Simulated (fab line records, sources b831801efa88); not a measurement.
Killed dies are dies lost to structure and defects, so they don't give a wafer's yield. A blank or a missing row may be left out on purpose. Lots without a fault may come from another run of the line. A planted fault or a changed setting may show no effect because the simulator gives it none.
A sampling plan put to the test | flow sky130 | one fab line, 2 faults that these records tell of, each judged on the records of the lots that it struck
The plan is the line's own looks: the steps of the route at which a gauge or an inspection reads the wafer and doesn't change it. A look can be judged if struck wafers have a number there and the file gives its usual mean and standard deviation on fault-free wafers. Caught: at a look after the fault's first step, the mean of the struck wafers lies 4 or more of those standard deviations (sigma) from the usual mean. On the tool: the same test on the tool's own readings at the fault's steps. Another recipe on the struck wafers, or a record that is blank for them alone, also counts as caught.

THE FAULTS, as the simulator had put them in
1. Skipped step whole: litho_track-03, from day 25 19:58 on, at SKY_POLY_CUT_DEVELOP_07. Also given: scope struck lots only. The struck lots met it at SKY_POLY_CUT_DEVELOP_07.
2. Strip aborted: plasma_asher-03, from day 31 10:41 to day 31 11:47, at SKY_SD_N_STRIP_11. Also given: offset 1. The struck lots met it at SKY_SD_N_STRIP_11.

WHAT THE PLAN SAW
fault | on the tool itself                               | first look that catches it                   | reading, sigma | median hours from its first step to that look | hours from the fault's start to the first struck lot there | judged looks passed uncaught
1     | the tool's record is blank for the struck wafers | no look after it can be judged               | -              | -                                             | -                                                          | 0
2     | oes_product_au -49 sigma                         | not the one look that can be judged after it | -              | -                                             | -                                                          | 1
A dash: the fault isn't caught, or these records don't give the number.

Caught at a look: 0 of 2. Caught on the tool: 2 of 2. By one or the other: 2 of 2.
Caught on the tool alone: faults 1, 2.
